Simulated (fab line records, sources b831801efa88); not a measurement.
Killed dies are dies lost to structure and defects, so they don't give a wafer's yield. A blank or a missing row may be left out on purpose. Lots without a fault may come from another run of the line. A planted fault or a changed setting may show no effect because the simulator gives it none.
Chamber matching | flow sky130 | SKY_FIELD_ISO_ETCH_15 on rie_diel-03: 4 sister chambers
The step etches the open film in CHF3/O2, stops on Si, target depth 180 nm, time 72 s. 16 wafers are shown with their chamber, then 8 later ones without.

WAFERS WITH THEIR CHAMBER
wafer  | chamber | drypump_motor_current_A (A) | throttle_valve_pct (%) | oes_product_au (a.u.)
L722.4 | 3       | 5.9                         | 8.857                  | 0.973
L722.5 | 3       | 5.9                         | 8.859                  | 0.986
L722.6 | 0       | 4.9                         | 8.863                  | 0.980
L723.1 | 1       | 4.9                         | 8.849                  | 0.979
L723.4 | 0       | 4.9                         | 8.870                  | 0.980
L723.6 | 2       | 5.5                         | 8.856                  | 0.972
L726.1 | 1       | 4.9                         | 8.850                  | 0.988
L726.3 | 2       | 5.5                         | 8.857                  | 0.990
L726.5 | 3       | 5.9                         | 8.862                  | 0.995
L728.1 | 0       | 4.9                         | 8.843                  | 0.983
L728.5 | 2       | 5.6                         | 8.865                  | 0.977
L728.6 | 1       | 5.0                         | 8.859                  | 0.980
L729.1 | 2       | 5.6                         | 8.858                  | 0.988
L729.3 | 3       | 5.9                         | 8.860                  | 0.972
L729.6 | 2       | 5.6                         | 8.843                  | 0.984
L730.2 | 1       | 4.9                         | 8.853                  | 0.993

SIGNATURES (means of the wafers above)
reading                 | chamber 0 | chamber 1 | chamber 2 | chamber 3 | scatter within a chamber
drypump_motor_current_A | 4.900     | 4.925     | 5.560     | 5.900     | 0.0403
throttle_valve_pct      | 8.85867   | 8.85275   | 8.85580   | 8.85950   | 0.00775
oes_product_au          | 0.98100   | 0.98500   | 0.98220   | 0.98150   | 0.00782
Rule: a wafer's distance from a chamber is the root of the sum, over the readings, of the square of ((its reading less the chamber's mean) divided by the reading's scatter). The wafer belongs to the nearest chamber; if the next one is less than 2 further off, it can't be placed. The scatter: the root of (the sum of the squares of (reading less its chamber's mean) over the shown wafers, divided by (wafers less chambers)).

WAFERS WITHOUT THEIR CHAMBER
wafer  | drypump_motor_current_A (A) | throttle_valve_pct (%) | oes_product_au (a.u.)
L730.5 | 4.9                         | 8.856                  | 0.988
L730.6 | 4.9                         | 8.861                  | 0.988
L736.1 | 5.9                         | 8.850                  | 0.982
L736.2 | 5.0                         | 8.862                  | 0.990
L736.4 | 5.5                         | 8.855                  | 0.995
L738.2 | 4.9                         | 8.853                  | 0.985
L738.5 | 5.9                         | 8.856                  | 0.980
L738.6 | 5.6                         | 8.848                  | 0.994

WHICH CHAMBER EACH WENT THROUGH
wafer  | from the rows above     | in truth
L730.5 | can't be placed: 1 or 0 | 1
L730.6 | can't be placed: 0 or 1 | 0
L736.1 | 3                       | 3
L736.2 | can't be placed: 1 or 0 | 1
L736.4 | 2                       | 2
L738.2 | can't be placed: 1 or 0 | 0
L738.5 | 3                       | 3
L738.6 | 2                       | 2
Placed correctly: 4 of 8. Can't be placed from these rows: 4 (the true chamber is among the candidates in 4). Placed wrongly: 0.
